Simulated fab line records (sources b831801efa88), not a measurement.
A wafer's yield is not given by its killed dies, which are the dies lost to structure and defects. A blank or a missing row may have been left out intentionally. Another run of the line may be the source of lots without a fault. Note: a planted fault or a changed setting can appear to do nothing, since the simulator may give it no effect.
8D (eight disciplines) problem report, filled in by code | flow sky130 | the parts of the form that need people (team, actions taken, sign-off) are left out

1. WHAT IS WRONG
Mean of sort_bin_3_pad_short at SKY_PAD_OPEN_PROBE_99: 3.2 % across 3 wafers in 2 lots; on wafers with no fault it is 0.8 % (standard deviation 0.38). Measured from the usual mean, that is +6.2 standard deviations.
First observed at day 49 14:17: wafer L684.6, on prober-01. The record holds 18 wafers of 6 lots with a number at this step. The rule behind "out" and "out of limits": a value lying over 4 standard deviations away from the usual mean. Any other wafer with a number is counted as sound.

2. WHAT THIS IS AND IS NOT
question                    | is                                       | is not
which readings at this step | sort_bin_3_pad_short, killed_at_M0_to_M3 | killed_at_M4_up, killed-at-contacts, killed-at-front-end, killed-at-other, killed-open, sort_bin_6_memory
which lots                  | L684, L685                               | L669, L674, L676, L690
which wafers of those lots  | L684.6, L685.2, L685.6                   | L684.1, L684.3, L685.4
read on which tools         | prober-01, prober-02                     | -
when                        | from day 49 14:17                        | up to then (11 sound wafers); but 4 sound wafers of L685, L690 came after

3. THE SUSPECTS, EACH WITH WHAT RULES IT OUT
Counting: any tool at a process step up to the reading remains a suspect provided it ran every lot that is out. Sound lots after the first of them don't rule it out here, since some wafers of a struck lot are sound.
- rie-metal-02 at SKY_METAL3_ETCH_16 (etches BARC in N2/H2, stops on SiO2, time 88.2 s, target depth 60 nm): kept. It ran every lot that is out, first L684 (day 43 07:22); its last sound lot up to then is L676 (day 41 02:06).
- Within rie-metal-02 at SKY_METAL3_ETCH_16, the wafers that are out were processed in chamber 0 and their sound lot-mates in chamber 1.
Left after counting: rie-metal-02 at SKY_METAL3_ETCH_16.

4. THE CAUSE (what the simulator had put in)
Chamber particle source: rie-metal-02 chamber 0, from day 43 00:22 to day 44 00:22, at SKY_METAL3_ETCH_16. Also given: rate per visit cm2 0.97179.
After counting, this tool was the only one left.

5. THE CHAIN OF EFFECTS, in route order
One row per reading whose mean, taken over the struck wafers that have a number, lies over 3 standard deviations from the usual. Scope: only readings with a usual standard deviation given in the record; hours: median across lots of the time from each lot's start at the first step in this table that gives one to its start at this step; sigmas: change in usual standard deviations.
hours | step                  | reading              | usual  | on struck wafers | change | sigmas
0     | SKY_PAD_OPEN_PROBE_99 | defect-limited-yield | 82.6 % | 75.5             | -7.1   | -3.7
0     | SKY_PAD_OPEN_PROBE_99 | killed_at_M0_to_M3   | 43     | 85               | +42    | +5.8
0     | SKY_PAD_OPEN_PROBE_99 | killed-dies          | 86     | 120              | +34    | +3.8
0     | SKY_PAD_OPEN_PROBE_99 | sort_bin_3_pad_short | 0.8 %  | 3.2              | +2.4   | +6.2
0     | SKY_PAD_OPEN_PROBE_99 | sort_bin_5_function  | 10.5 % | 14.9             | +4.4   | +3.1
0     | SKY_PAD_OPEN_PROBE_99 | sort-n-pass          | 406    | 372              | -34    | -3.8
0     | SKY_PAD_OPEN_PROBE_99 | sort-yield-pct       | 82.6 % | 75.5             | -7.1   | -3.7
Process steps it contains:
- SKY_PAD_OPEN_PROBE_99

6. WHAT WOULD HAVE CAUGHT IT SOONER
The fault began at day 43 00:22; the first out-of-limits reading in this record came at day 49 14:17, 158 hours later.
Tool readings at SKY_METAL3_ETCH_16 with a usual standard deviation given in the record: none out on any struck wafer, hence no alarm at a limit of 4 standard deviations on them.
Lots out: 2; all had begun SKY_METAL3_ETCH_16 on rie-metal-02 by day 49 14:17. Holding the tool at that point would not have protected any of them.
